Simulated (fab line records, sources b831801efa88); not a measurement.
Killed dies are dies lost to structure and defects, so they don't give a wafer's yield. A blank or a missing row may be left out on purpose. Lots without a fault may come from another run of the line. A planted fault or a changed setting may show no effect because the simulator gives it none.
Which tool did it? | flow sky130 | 24 lots, 72 wafers sampled, at 2 steps of a route of 708

WHAT THE GAUGES READ, wafer by wafer
SKY_FIELD_ISO_BOW_MEAS_00. Usual: INCOMING_BOW 0 um, standard deviation 6.1.
lot  | measured    | on            | INCOMING_BOW (um) | flag
L074 | day 1 10:02 | film_metro-03 | -7 -1 2           |
L075 | day 1 15:02 | film_metro-01 | 2 8 -3            |
L076 | day 1 20:01 | film_metro-03 | 1 -2 -4           |
L077 | day 2 01:00 | film_metro-03 | -4 7 1            |
L078 | day 2 06:00 | film_metro-04 | -6 2 -9           |
L079 | day 2 11:01 | film_metro-03 | 2 3 -2            |
L080 | day 2 16:00 | film_metro-03 | -3 16 -7          |
L081 | day 2 21:02 | film_metro-01 | 1 1 -1            |
L082 | day 3 02:02 | film_metro-01 | 0 -2 9            |
L083 | day 3 07:00 | film_metro-01 | 5 -9 2            |
L084 | day 3 12:00 | film_metro-01 | 11 16 4           |
L085 | day 3 17:00 | film_metro-03 | -2 -11 7          |
L086 | day 3 22:01 | film_metro-03 | 7 1 -2            |
L087 | day 4 03:00 | film_metro-04 | -10 -15 7         |
L088 | day 4 08:03 | film_metro-04 | 5 -1 -10          |
L089 | day 4 13:00 | film_metro-01 | -3 6 -3           |
L090 | day 4 18:00 | film_metro-01 | 1 -2 3            |
L091 | day 4 23:01 | film_metro-01 | 14 2 -10          |
L092 | day 5 04:04 | film_metro-04 | -7 8 -12          |
L093 | day 5 09:01 | film_metro-01 | -7 3 -7           |
L094 | day 5 14:02 | film_metro-03 | -1 4 7            |
L095 | day 5 19:00 | film_metro-04 | 11 13 -9          |
L096 | day 6 00:01 | film_metro-03 | -10 -1 2          |
L097 | day 6 05:00 | film_metro-03 | -2 7 6            |

SKY_VT_ADJUST_HVTP_OVL_MEAS_08. Usual: VT_ADJUST_HVTP_OVL 0.2 nm, standard deviation 1.3.
lot  | measured     | on         | VT_ADJUST_HVTP_OVL (nm) | flag
L074 | day 6 06:04  | overlay-01 | 0.3 -1.6 -0.6           |
L075 | day 6 08:19  | overlay-01 | -0.5 -2.3 -0.6          |
L076 | day 6 13:03  | overlay-02 | 1.3 2.7 2.0             |
L077 | day 6 14:28  | overlay-02 | 0.8 0.5 -0.7            |
L078 | day 6 18:56  | overlay-02 | 1.3 0.8 0.7             |
L079 | day 7 08:10  | overlay-02 | 2.6 0.4 2.5             |
L080 | day 7 09:25  | overlay-01 | -0.1 0.9 -1.0           |
L081 | day 7 14:43  | overlay-02 | 1.2 -0.6 -0.6           |
L082 | day 7 20:40  | overlay-01 | 0.7 -0.1 1.9            |
L083 | day 8 05:47  | overlay-01 | 1.9 2.4 1.3             |
L084 | day 8 11:25  | overlay-01 | 0.9 1.8 -1.1            |
L085 | day 8 17:43  | overlay-01 | -1.1 0.4 0.3            |
L086 | day 9 00:29  | overlay-02 | 0.7 -0.3 0.7            |
L087 | day 9 06:19  | overlay-02 | 2.9 -0.4 1.6            |
L088 | day 9 11:25  | overlay-02 | -0.2 -1.1 -0.5          |
L089 | day 9 15:29  | overlay-02 | -1.4 -1.5 -2.2          |
L090 | day 9 22:46  | overlay-02 | -1.0 -1.0 -0.3          |
L091 | day 10 09:15 | overlay-01 | 3.0 1.0 -0.2            |
L092 | day 10 18:01 | overlay-02 | 0.8 -0.3 1.1            |
L093 | day 12 16:21 | overlay-02 | 0.2 0.0 -0.3            |
L094 | day 12 13:44 | overlay-02 | -2.6 -1.5 0.5           |
L095 | day 12 14:46 | overlay-01 | -0.2 0.0 0.8            |
L096 | day 12 15:26 | overlay-01 | 0.5 0.3 -2.3            |
L097 | day 12 13:31 | overlay-01 | -0.2 0.0 0.3            |

WHICH TOOL RAN EACH LOT (tool, then ch and the chambers of the sampled wafers, then the start)
The record holds no process step before these readings.

WHAT THE TOOLS THEMSELVES READ (means of the sampled wafers that have a number; where no wafer has one, the mark that the record gives instead)
The record holds no such reading with a usual standard deviation.

THE ANSWER, worked out from the rows above alone
Rule: a lot is off if the mean of its wafers that have a number lies more than 3 standard deviations from the usual mean. A lot without any number at a reading at which 4 lots or more have one is off too. The other lots that the step has rows for count as sound. The gauges are gone through in route order, then the tools' own readings, and for those a lot's mean is taken as printed above. The first step at which some lot is off is used, and at that step the reading that is off furthest; a lot without a number counts as furthest.
No lot is off at any reading shown: from this, nothing can be told.

WHAT THE SIMULATOR HAD PUT IN
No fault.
